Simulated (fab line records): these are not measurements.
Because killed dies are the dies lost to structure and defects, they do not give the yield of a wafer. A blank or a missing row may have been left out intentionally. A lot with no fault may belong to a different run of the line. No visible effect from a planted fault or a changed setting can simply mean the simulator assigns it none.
The tool behind it: which one?	flow gf180mcu	42 wafers from 14 lots sampled at 4 of the route's 602 steps

== WHAT EACH GAUGE READ, for each wafer ==
GF_TOP_METAL_RS_MEAS_05: a four-point-probe measurement. Usual: TOP_METAL_ALCU_RS 0.0328 ohm/sq, standard deviation 0.00036.
lot	measured	on	TOP_METAL_ALCU_RS (ohm/sq)	flag
L588	day 27 09:34	filmMetro-04	0.0327 0.0331 0.0325	
L590	day 27 20:09	filmMetro-04	0.0326 0.0323 0.0323	
L591	day 28 02:45	filmMetro-02	0.0323 0.0332 0.0327	
L593	day 28 17:00	filmMetro-03	0.0329 0.0324 0.0326	
L594	day 29 04:18	filmMetro-04	0.0329 0.0330 0.0328	
L596	day 29 17:25	filmMetro-04	0.0328 0.0327 0.0324	
L599	day 30 20:46	filmMetro-04	0.0330 0.0329 0.0327	
L600	day 31 04:39	filmMetro-02	0.0328 0.0333 0.0329	
L601	day 31 08:14	filmMetro-04	0.0325 0.0329 0.0328	
L605	day 32 07:16	filmMetro-03	0.0331 0.0332 0.0331	
L607	day 32 15:43	filmMetro-02	0.0326 0.0321 0.0324	
L608	day 32 20:59	filmMetro-02	0.0333 0.0333 0.0333	
L610	day 33 06:43	filmMetro-04	0.0330 0.0327 0.0329	
L611	day 33 17:07	filmMetro-03	0.0333 0.0330 0.0331	

GF_PASSIVATION_THK_MEAS_03. Usual: PASSIVATION_CVD_02_THK 704 nm, standard deviation 8.9.
lot	measured	on	PASSIVATION_CVD_02_THK (nm)	flag
L588	day 28 06:33	filmMetro-02	693 701 717	
L590	day 28 16:16	filmMetro-01	700 696 697	
L591	day 28 22:38	filmMetro-02	695 713 710	
L593	day 29 13:33	filmMetro-03	708 706 709	
L594	day 30 00:35	filmMetro-02	703 709 711	
L596	day 30 13:03	filmMetro-01	706 705 716	
L599	day 31 15:16	filmMetro-02	695 703 717	
L605	day 32 23:50	filmMetro-01	718 725 727	
L607	day 33 09:12	filmMetro-01	688 690 706	
L608	day 33 13:56	filmMetro-02	683 699 700	
L610	day 33 23:43	filmMetro-02	697 693 701	
L611	day 34 09:37	filmMetro-01	694 706 711	

== TOOL THAT RAN EACH LOT (tool first, then ch and the chambers of the sampled wafers, then the start) ==
lot	GF_TOP_METAL_SPUTTER_00	GF_TOP_METAL_DEVELOP_13
L588	pvdSputter-01, day 27 09:21	lithoTrack-01 ch 0, day 28 05:04
L590	pvdSputter-04, day 27 19:56	lithoTrack-02 ch 0, day 28 14:37
L591	pvdSputter-04, day 28 02:29	lithoTrack-03 ch 0, day 28 21:13
L593	pvdSputter-01, day 28 16:43	lithoTrack-01 ch 0, day 29 12:05
L594	pvdSputter-01, day 29 04:05	lithoTrack-02 ch 0, day 29 23:07
L596	pvdSputter-03, day 29 17:11	lithoTrack-02 ch 0, day 30 11:11
L599	pvdSputter-03, day 30 20:33	lithoTrack-03 ch 0, day 31 13:49
L600	pvdSputter-03, day 31 04:26	lithoTrack-02, day 31 20:43
L601	pvdSputter-03, day 31 08:01	lithoTrack-02, day 32 01:46
L605	pvdSputter-03, day 32 06:59	lithoTrack-01 ch 0, day 32 22:26
L607	pvdSputter-04, day 32 15:29	lithoTrack-03 ch 0, day 33 07:46
L608	pvdSputter-01, day 32 20:46	lithoTrack-02 ch 0, day 33 12:28
L610	pvdSputter-01, day 33 06:28	lithoTrack-03 ch 0, day 33 22:08
L611	pvdSputter-01, day 33 16:53	lithoTrack-03 ch 0, day 34 07:50
- GF_TOP_METAL_SPUTTER_00: material Ti, target thk 37.5 nm, time 150 s.
- GF_TOP_METAL_DEVELOP_13: develop time 60 s.

== AS READ BY THE TOOLS THEMSELVES (means over the sampled wafers that have a number; for cases with no such wafer, the mark the record gives instead) ==
GF_TOP_METAL_SPUTTER_00. Usual: throttleValvePct reads 29.8 % (standard deviation 0.97).
lot	tool	throttleValvePct (%)	flag
L588	pvdSputter-01	29.6	
L590	pvdSputter-04	30.2	
L591	pvdSputter-04	29.9	
L593	pvdSputter-01	29.6	
L594	pvdSputter-01	29.5	
L596	pvdSputter-03	29.6	
L599	pvdSputter-03	29.4	
L600	pvdSputter-03	31.5	
L601	pvdSputter-03	29.1	
L605	pvdSputter-03	29.2	
L607	pvdSputter-04	30.0	
L608	pvdSputter-01	29.4	
L610	pvdSputter-01	29.6	
L611	pvdSputter-01	29.3	

GF_TOP_METAL_DEVELOP_13. Usual: chillPlateTempC 22.99 C, standard deviation 0.1; exhaustPa 45.1 Pa, standard deviation 0.87; resistLineTempC 23.01 C, standard deviation 0.1.
lot	tool	chillPlateTempC (C)	exhaustPa (Pa)	resistLineTempC (C)	flag
L588	lithoTrack-01	22.99	44.0	22.86	
L590	lithoTrack-02	23.11	44.8	23.00	
L591	lithoTrack-03	23.02	45.4	23.10	
L593	lithoTrack-01	23.09	46.0	23.00	
L594	lithoTrack-02	23.03	45.2	23.08	
L596	lithoTrack-02	22.94	45.6	23.00	
L599	lithoTrack-03	22.94	46.1	23.07	
L600	lithoTrack-02	-	-	-	OFF
L601	lithoTrack-02	-	-	-	OFF
L605	lithoTrack-01	22.98	46.0	23.08	
L607	lithoTrack-03	22.97	44.0	22.88	
L608	lithoTrack-02	22.94	44.6	22.97	
L610	lithoTrack-03	23.09	44.7	23.04	
L611	lithoTrack-03	22.96	44.5	22.97	

== THE ANSWER, worked out from the rows above alone ==
Rule: a lot counts as off when the mean over its wafers that have a number is more than 3 standard deviations away from the usual mean. A lot without any number at a reading at which 4 lots or more have one is off too. Any other lot the step has rows for is counted as sound. First the gauges in route order, then the tools' own readings, where a lot's mean is used as printed above. At the first step where some lot is off, the reading lying furthest off is the one used; lots without a number count as furthest.
Off: L600, L601, at GF_TOP_METAL_DEVELOP_13 (chillPlateTempC). Without a number there: L600, L601.
A tool fits if, at that step or a process step before it, it ran every lot that is off, and no sound lot after the first of them. No candidate that was tried fits.

== WHAT HAD BEEN PUT IN BY THE SIMULATOR ==
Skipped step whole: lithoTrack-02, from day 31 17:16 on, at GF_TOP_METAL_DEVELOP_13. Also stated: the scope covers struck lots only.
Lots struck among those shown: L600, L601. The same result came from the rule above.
